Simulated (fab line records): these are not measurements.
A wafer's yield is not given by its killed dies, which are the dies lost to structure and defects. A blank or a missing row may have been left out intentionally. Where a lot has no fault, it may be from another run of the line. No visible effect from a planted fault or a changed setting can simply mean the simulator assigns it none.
Which tool is to blame? || flow gf180mcu || 14 lots with 42 wafers sampled at 3 steps, on a route of 602 steps

WHAT THE GAUGES READ, wafer by wafer
GF_V2_THK_MEAS_25: measures by xrf. Usual: for V2_W_THK the level is 359 nm and the standard deviation is 6.3.
{"lot": "L569", "measured": "day 20 20:48", "on": "filmMetro-03", "V2_W_THK (nm)": "360 359 367", "flag": ""}
{"lot": "L571", "measured": "day 21 12:32", "on": "filmMetro-03", "V2_W_THK (nm)": "349 350 354", "flag": ""}
{"lot": "L574", "measured": "day 22 04:38", "on": "filmMetro-02", "V2_W_THK (nm)": "355 361 351", "flag": ""}
{"lot": "L575", "measured": "day 22 17:10", "on": "filmMetro-03", "V2_W_THK (nm)": "363 360 374", "flag": ""}
{"lot": "L576", "measured": "day 23 07:21", "on": "filmMetro-03", "V2_W_THK (nm)": "365 365 363", "flag": ""}
{"lot": "L578", "measured": "day 23 16:04", "on": "filmMetro-03", "V2_W_THK (nm)": "358 363 359", "flag": ""}
{"lot": "L579", "measured": "day 23 19:13", "on": "filmMetro-03", "V2_W_THK (nm)": "362 350 360", "flag": ""}
{"lot": "L580", "measured": "day 24 10:20", "on": "filmMetro-03", "V2_W_THK (nm)": "366 358 363", "flag": ""}
{"lot": "L586", "measured": "day 26 08:11", "on": "filmMetro-03", "V2_W_THK (nm)": "356 357 360", "flag": ""}
{"lot": "L587", "measured": "day 26 12:32", "on": "filmMetro-03", "V2_W_THK (nm)": "354 354 352", "flag": ""}
{"lot": "L588", "measured": "day 26 23:29", "on": "filmMetro-02", "V2_W_THK (nm)": "360 357 353", "flag": ""}
{"lot": "L590", "measured": "day 27 08:43", "on": "filmMetro-01", "V2_W_THK (nm)": "354 366 368", "flag": ""}
{"lot": "L591", "measured": "day 27 15:05", "on": "filmMetro-03", "V2_W_THK (nm)": "354 367 358", "flag": ""}
{"lot": "L592", "measured": "day 27 22:53", "on": "filmMetro-01", "V2_W_THK (nm)": "367 365 353", "flag": ""}

TOOL THAT RAN EACH LOT (tool first, then ch and the chambers of the sampled wafers, then the start)
{"lot": "L569", "GF_CONTACT_SOFTBAKE_10": "lithoTrack-04 ch 0, day 16 03:00", "GF_M2_SPUTTER_01": "pvdSputter-01, day 18 16:44"}
{"lot": "L571", "GF_CONTACT_SOFTBAKE_10": "lithoTrack-03 ch 0, day 16 17:00", "GF_M2_SPUTTER_01": "pvdSputter-04, day 19 08:52"}
{"lot": "L574", "GF_CONTACT_SOFTBAKE_10": "lithoTrack-03 ch 0, day 17 10:00", "GF_M2_SPUTTER_01": "pvdSputter-03, day 20 03:14"}
{"lot": "L575", "GF_CONTACT_SOFTBAKE_10": "lithoTrack-03 ch 0, day 18 00:00", "GF_M2_SPUTTER_01": "pvdSputter-03, day 20 16:02"}
{"lot": "L576", "GF_CONTACT_SOFTBAKE_10": "lithoTrack-01 ch 0, day 18 13:00", "GF_M2_SPUTTER_01": "pvdSputter-03, day 21 05:58"}
{"lot": "L578", "GF_CONTACT_SOFTBAKE_10": "lithoTrack-03 ch 0, day 19 01:00", "GF_M2_SPUTTER_01": "pvdSputter-03, day 21 16:37"}
{"lot": "L579", "GF_CONTACT_SOFTBAKE_10": "lithoTrack-01 ch 0, day 19 01:00", "GF_M2_SPUTTER_01": "pvdSputter-03, day 21 19:23"}
{"lot": "L580", "GF_CONTACT_SOFTBAKE_10": "lithoTrack-03 ch 0, day 19 18:00", "GF_M2_SPUTTER_01": "pvdSputter-03, day 22 11:30"}
{"lot": "L586", "GF_CONTACT_SOFTBAKE_10": "lithoTrack-04 ch 0, day 21 23:00", "GF_M2_SPUTTER_01": "pvdSputter-03, day 24 11:26"}
{"lot": "L587", "GF_CONTACT_SOFTBAKE_10": "lithoTrack-03 ch 0, day 22 03:00", "GF_M2_SPUTTER_01": "pvdSputter-04, day 24 15:59"}
{"lot": "L588", "GF_CONTACT_SOFTBAKE_10": "lithoTrack-01 ch 0, day 22 16:00", "GF_M2_SPUTTER_01": "pvdSputter-04, day 25 03:38"}
{"lot": "L590", "GF_CONTACT_SOFTBAKE_10": "lithoTrack-03 ch 0, day 23 01:00", "GF_M2_SPUTTER_01": "pvdSputter-04, day 25 12:41"}
{"lot": "L591", "GF_CONTACT_SOFTBAKE_10": "lithoTrack-04 ch 0, day 23 07:00", "GF_M2_SPUTTER_01": "pvdSputter-01, day 25 18:44"}
{"lot": "L592", "GF_CONTACT_SOFTBAKE_10": "lithoTrack-04 ch 0, day 23 17:00", "GF_M2_SPUTTER_01": "pvdSputter-01, day 26 03:37"}
- GF_CONTACT_SOFTBAKE_10: time 60 s.
- GF_M2_SPUTTER_01: material TiN, target thk 30 nm, time 25 s.

AS READ BY THE TOOLS THEMSELVES (means over the sampled wafers that have a number; for cases with no such wafer, the mark the record gives instead)
GF_CONTACT_SOFTBAKE_10. Usual: heaterPowerTotalW 93.05 W, standard deviation 0.054; runLengthS 89.0 s, standard deviation 0.33.
{"lot": "L569", "tool": "lithoTrack-04", "heaterPowerTotalW (W)": 93.05, "runLengthS (s)": 89.4, "flag": ""}
{"lot": "L571", "tool": "lithoTrack-03", "heaterPowerTotalW (W)": 93.07, "runLengthS (s)": 88.8, "flag": ""}
{"lot": "L574", "tool": "lithoTrack-03", "heaterPowerTotalW (W)": 93.03, "runLengthS (s)": 88.9, "flag": ""}
{"lot": "L575", "tool": "lithoTrack-03", "heaterPowerTotalW (W)": 92.98, "runLengthS (s)": 88.9, "flag": ""}
{"lot": "L576", "tool": "lithoTrack-01", "heaterPowerTotalW (W)": 93.05, "runLengthS (s)": 88.8, "flag": ""}
{"lot": "L578", "tool": "lithoTrack-03", "heaterPowerTotalW (W)": 93.05, "runLengthS (s)": 88.9, "flag": ""}
{"lot": "L579", "tool": "lithoTrack-01", "heaterPowerTotalW (W)": 93.07, "runLengthS (s)": 88.7, "flag": ""}
{"lot": "L580", "tool": "lithoTrack-03", "heaterPowerTotalW (W)": 93.07, "runLengthS (s)": 88.8, "flag": ""}
{"lot": "L586", "tool": "lithoTrack-04", "heaterPowerTotalW (W)": 93.01, "runLengthS (s)": 89.4, "flag": ""}
{"lot": "L587", "tool": "lithoTrack-03", "heaterPowerTotalW (W)": 94.65, "runLengthS (s)": 85.9, "flag": "OFF"}
{"lot": "L588", "tool": "lithoTrack-01", "heaterPowerTotalW (W)": 93.04, "runLengthS (s)": 88.9, "flag": ""}
{"lot": "L590", "tool": "lithoTrack-03", "heaterPowerTotalW (W)": 94.64, "runLengthS (s)": 85.9, "flag": "OFF"}
{"lot": "L591", "tool": "lithoTrack-04", "heaterPowerTotalW (W)": 93.06, "runLengthS (s)": 89.5, "flag": ""}
{"lot": "L592", "tool": "lithoTrack-04", "heaterPowerTotalW (W)": 93.07, "runLengthS (s)": 89.5, "flag": ""}

GF_M2_SPUTTER_01. Usual: 29.8 % for throttleValvePct, sd 0.88.
{"lot": "L569", "tool": "pvdSputter-01", "throttleValvePct (%)": 30.0, "flag": ""}
{"lot": "L571", "tool": "pvdSputter-04", "throttleValvePct (%)": 28.3, "flag": ""}
{"lot": "L574", "tool": "pvdSputter-03", "throttleValvePct (%)": 29.4, "flag": ""}
{"lot": "L575", "tool": "pvdSputter-03", "throttleValvePct (%)": 29.5, "flag": ""}
{"lot": "L576", "tool": "pvdSputter-03", "throttleValvePct (%)": 29.3, "flag": ""}
{"lot": "L578", "tool": "pvdSputter-03", "throttleValvePct (%)": 30.1, "flag": ""}
{"lot": "L579", "tool": "pvdSputter-03", "throttleValvePct (%)": 29.7, "flag": ""}
{"lot": "L580", "tool": "pvdSputter-03", "throttleValvePct (%)": 30.0, "flag": ""}
{"lot": "L586", "tool": "pvdSputter-03", "throttleValvePct (%)": 29.8, "flag": ""}
{"lot": "L587", "tool": "pvdSputter-04", "throttleValvePct (%)": 30.7, "flag": ""}
{"lot": "L588", "tool": "pvdSputter-04", "throttleValvePct (%)": 29.8, "flag": ""}
{"lot": "L590", "tool": "pvdSputter-04", "throttleValvePct (%)": 29.8, "flag": ""}
{"lot": "L591", "tool": "pvdSputter-01", "throttleValvePct (%)": 30.3, "flag": ""}
{"lot": "L592", "tool": "pvdSputter-01", "throttleValvePct (%)": 30.5, "flag": ""}

THE ANSWER, worked out from the rows above alone
Rule: a lot counts as off when the mean over its wafers that have a number is more than 3 standard deviations away from the usual mean. Also off: a lot with no number at a reading for which 4 or more lots have one. Where the step has rows for the other lots, those lots are counted as sound. Order of review: gauges by route order, followed by the tools' own readings, for which a lot's mean as printed above is used. At the first step where some lot is off, the reading lying furthest off is the one used; lots without a number count as furthest.
Off: L587, L590, at GF_CONTACT_SOFTBAKE_10 (heaterPowerTotalW).
If a tool, at that step or one of the process steps before it, ran each lot that is off and ran no sound lot following the first of them, it fits. One candidate fits, namely lithoTrack-03 at GF_CONTACT_SOFTBAKE_10. A fault onset in the window from L580 (day 19 18:00, its last sound lot) to L587 (day 22 03:00, its first lot off) fits.
The tool's own readings at GF_CONTACT_SOFTBAKE_10 bear it out: on the lots that are off they differ by more than 5 times the standard deviation of the sound lots' means. heaterPowerTotalW reads 94.65 W there against 93.05 W on the sound lots; runLengthS reads 85.9 s there against 89.0 s on the sound lots.

WHAT THE SIMULATOR HAD PUT IN
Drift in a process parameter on lithoTrack-03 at GF_CONTACT_SOFTBAKE_10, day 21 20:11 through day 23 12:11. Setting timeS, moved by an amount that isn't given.
Shown lots that were struck: L587, L590. The rule given above showed the same thing.
